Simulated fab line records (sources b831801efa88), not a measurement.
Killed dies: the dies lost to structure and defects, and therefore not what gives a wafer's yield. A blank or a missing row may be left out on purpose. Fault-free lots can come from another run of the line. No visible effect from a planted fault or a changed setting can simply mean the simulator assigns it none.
Check of tool commonality / flow gf180mcu / Sampled: 13 lots, 39 wafers

== REASON FOR OPENING ==
Of 13 lots, 3 have the reading SALICIDE_TIN_RS flagged at GF_SALICIDE_RS_MEAS_04. Fault-free wafers read 16.27 ohm/sq, with a standard deviation of 0.29.
Rule: a lot is flagged when every wafer of it that has a number lies more than 4 standard deviations from that mean, or none has a number. As for the other lots, they are considered sound.

lot=L305; measured=day 15 12:28; on=film metro-03; SALICIDE_TIN_RS (ohm/sq), wafer by wafer=16.74 16.89 16.67; flag=
lot=L307; measured=day 16 05:15; on=film metro-04; SALICIDE_TIN_RS (ohm/sq), wafer by wafer=16.48 16.45 16.34; flag=
lot=L309; measured=day 16 20:56; on=film metro-03; SALICIDE_TIN_RS (ohm/sq), wafer by wafer=15.80 15.90 15.65; flag=
lot=L310; measured=day 17 10:53; on=film metro-03; SALICIDE_TIN_RS (ohm/sq), wafer by wafer=8.33 8.28 8.30; flag=FLAGGED
lot=L311; measured=day 17 14:31; on=film metro-04; SALICIDE_TIN_RS (ohm/sq), wafer by wafer=8.37 8.41 8.46; flag=FLAGGED
lot=L312; measured=day 18 02:31; on=film metro-04; SALICIDE_TIN_RS (ohm/sq), wafer by wafer=15.79 15.84 15.92; flag=
lot=L313; measured=day 18 08:29; on=film metro-04; SALICIDE_TIN_RS (ohm/sq), wafer by wafer=8.37 8.38 8.38; flag=FLAGGED
lot=L318; measured=day 20 17:08; on=film metro-04; SALICIDE_TIN_RS (ohm/sq), wafer by wafer=16.05 16.37 16.14; flag=
lot=L319; measured=day 20 22:19; on=film metro-02; SALICIDE_TIN_RS (ohm/sq), wafer by wafer=15.88 16.18 16.10; flag=
lot=L320; measured=day 21 03:15; on=film metro-02; SALICIDE_TIN_RS (ohm/sq), wafer by wafer=15.88 16.07 16.05; flag=
lot=L321; measured=day 21 07:44; on=film metro-03; SALICIDE_TIN_RS (ohm/sq), wafer by wafer=16.32 16.50 16.46; flag=
lot=L325; measured=day 22 14:36; on=film metro-04; SALICIDE_TIN_RS (ohm/sq), wafer by wafer=16.66 16.63 16.57; flag=
lot=L326; measured=day 22 17:44; on=film metro-03; SALICIDE_TIN_RS (ohm/sq), wafer by wafer=16.23 15.88 16.18; flag=
The numbers of the flagged lots are 8.36 ohm/sq on average: -7.91 ohm/sq against the usual, or -27 standard deviations.

== WHICH TOOL EACH LOT WENT THROUGH ==
Before the reading, the record contains 2 process steps out of a 602-step route. Cell contents, in order: the tool; ch with the chambers the sampled wafers went through; the start.
lot=L305; flag=; GF_SAB_ETCH_11=rie diel-02 ch 0,1,2, day 15 12:04; GF_SALICIDE_SPUTTER_02=pvd sputter-04, day 15 12:25
lot=L307; flag=; GF_SAB_ETCH_11=rie diel-04 ch 2,3, day 16 04:52; GF_SALICIDE_SPUTTER_02=pvd sputter-02, day 16 05:12
lot=L309; flag=; GF_SAB_ETCH_11=rie diel-04 ch 2,3, day 16 20:31; GF_SALICIDE_SPUTTER_02=pvd sputter-01, day 16 20:53
lot=L310; flag=FLAGGED; GF_SAB_ETCH_11=rie diel-02 ch 0,2,3, day 17 10:16; GF_SALICIDE_SPUTTER_02=pvd sputter-02, day 17 10:37
lot=L311; flag=FLAGGED; GF_SAB_ETCH_11=rie diel-04 ch 1,2,3, day 17 13:55; GF_SALICIDE_SPUTTER_02=pvd sputter-04, day 17 14:16
lot=L312; flag=; GF_SAB_ETCH_11=rie diel-02 ch 0,1, day 18 02:07; GF_SALICIDE_SPUTTER_02=pvd sputter-01, day 18 02:28
lot=L313; flag=FLAGGED; GF_SAB_ETCH_11=rie diel-02 ch 0,1,3, day 18 07:52; GF_SALICIDE_SPUTTER_02=pvd sputter-02, day 18 08:13
lot=L318; flag=; GF_SAB_ETCH_11=rie diel-02 ch 0,1,2, day 20 16:44; GF_SALICIDE_SPUTTER_02=pvd sputter-01, day 20 17:04
lot=L319; flag=; GF_SAB_ETCH_11=rie diel-02 ch 0,1,2, day 20 21:56; GF_SALICIDE_SPUTTER_02=pvd sputter-01, day 20 22:16
lot=L320; flag=; GF_SAB_ETCH_11=rie diel-04 ch 0,2,3, day 21 02:51; GF_SALICIDE_SPUTTER_02=pvd sputter-02, day 21 03:12
lot=L321; flag=; GF_SAB_ETCH_11=rie diel-02 ch 0,1,2, day 21 07:19; GF_SALICIDE_SPUTTER_02=pvd sputter-02, day 21 07:40
lot=L325; flag=; GF_SAB_ETCH_11=rie diel-02 ch 0,1,3, day 22 14:08; GF_SALICIDE_SPUTTER_02=pvd sputter-02, day 22 14:31
lot=L326; flag=; GF_SAB_ETCH_11=rie diel-04 ch 0,1,2, day 22 17:21; GF_SALICIDE_SPUTTER_02=pvd sputter-01, day 22 17:41
What these steps do:
- GF_SAB_ETCH_11: etches SiO2 in C4F8/O2/Ar, target depth 55 nm, time 8.5 s.
- GF_SALICIDE_SPUTTER_02: material Co, target thk 10 nm, time 20 s.
- GF_SALICIDE_RS_MEAS_04: measures by four-point-probe.

== FLAGGED OVER TOTAL, TOOL BY TOOL (the gauges that took the reading come last) ==
step=GF_SAB_ETCH_11; tool=rie diel-02; lots run=8; flagged=2; share of the flagged lots=some; sound lots run after its first flagged lot=5 (L312,L318,L319,L321,L325)
step=GF_SAB_ETCH_11; tool=rie diel-04; lots run=5; flagged=1; share of the flagged lots=some; sound lots run after its first flagged lot=2 (L320,L326)
step=GF_SALICIDE_SPUTTER_02; tool=pvd sputter-01; lots run=5; flagged=0; share of the flagged lots=none; sound lots run after its first flagged lot=-
step=GF_SALICIDE_SPUTTER_02; tool=pvd sputter-02; lots run=6; flagged=2; share of the flagged lots=some; sound lots run after its first flagged lot=3 (L320,L321,L325)
step=GF_SALICIDE_SPUTTER_02; tool=pvd sputter-04; lots run=2; flagged=1; share of the flagged lots=some; sound lots run after its first flagged lot=0
step=GF_SALICIDE_RS_MEAS_04; tool=film metro-02; lots run=2; flagged=0; share of the flagged lots=none; sound lots run after its first flagged lot=-
step=GF_SALICIDE_RS_MEAS_04; tool=film metro-03; lots run=5; flagged=1; share of the flagged lots=some; sound lots run after its first flagged lot=2 (L321,L326)
step=GF_SALICIDE_RS_MEAS_04; tool=film metro-04; lots run=6; flagged=2; share of the flagged lots=some; sound lots run after its first flagged lot=3 (L312,L318,L325)

== WHAT IS ALLOWED BY THE TABLE ==
No row of the table ran every flagged lot.

== WHAT THE SIMULATOR PUT IN ==
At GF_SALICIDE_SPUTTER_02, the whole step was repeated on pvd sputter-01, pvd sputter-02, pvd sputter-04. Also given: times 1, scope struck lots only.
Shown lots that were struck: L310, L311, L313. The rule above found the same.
